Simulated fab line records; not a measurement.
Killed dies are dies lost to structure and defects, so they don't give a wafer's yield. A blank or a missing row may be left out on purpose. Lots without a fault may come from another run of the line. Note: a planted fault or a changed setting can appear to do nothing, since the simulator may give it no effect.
One fault seen from 2 desks | flow gf180mcu | each desk has only its own numbers; what lay behind them comes last

== METROLOGY DESK ==
Lot by lot, what the gauges showed, no matter which tool ran the lot: averages of those sampled wafers that carry a number. Marked OUT: a lot whose mean sits more than 4 standard deviations from the usual mean, which makes it out of limits; the brackets give that distance.
Columns: A = V2_W_RS at GF_V2_RS_MEAS_24, usual 0.327 ohm/sq; B = V2_W_THK at GF_V2_THK_MEAS_25, usual 350 nm
lot  | first seen here | A     | B
L410 | day 21 08:08    | 0.328 | 349
L413 | day 22 05:48    | 0.330 | 351
L418 | day 24 03:12    | 0.326 | 349
L421 | day 25 03:15    | 0.324 | 353
L424 | day 25 22:23    | 0.327 | 350
L430 | day 27 23:59    | 0.332 | 346
This desk found nothing out of limits on any of the 6 lots.

== DESK OF THE TOOL OWNER: pvd_sputter-03 ==
The tool's own readings at GF_M3_SPUTTER_01 (material TiN, target thk 30 nm, time 25 s): means of the sampled wafers that have a number, for each lot that ran on this tool. Marked OUT: a lot whose mean sits more than 4 standard deviations from the usual mean, which makes it out of limits; the brackets give that distance.
Columns: A = throttle_valve_pct at GF_M3_SPUTTER_01, usual 30.3 %
lot  | first seen here | A
L410 | day 21 08:42    | 30.2
L413 | day 22 06:20    | 30.5
L430 | day 28 00:34    | 30.5
This desk found nothing out of limits on any of the 3 lots.

== ALL TOGETHER ==
The metrology desk saw nothing out of limits.
Nothing out of limits was seen by the tool owner's desk.

== WHAT THE SIMULATOR HAD INSERTED ==
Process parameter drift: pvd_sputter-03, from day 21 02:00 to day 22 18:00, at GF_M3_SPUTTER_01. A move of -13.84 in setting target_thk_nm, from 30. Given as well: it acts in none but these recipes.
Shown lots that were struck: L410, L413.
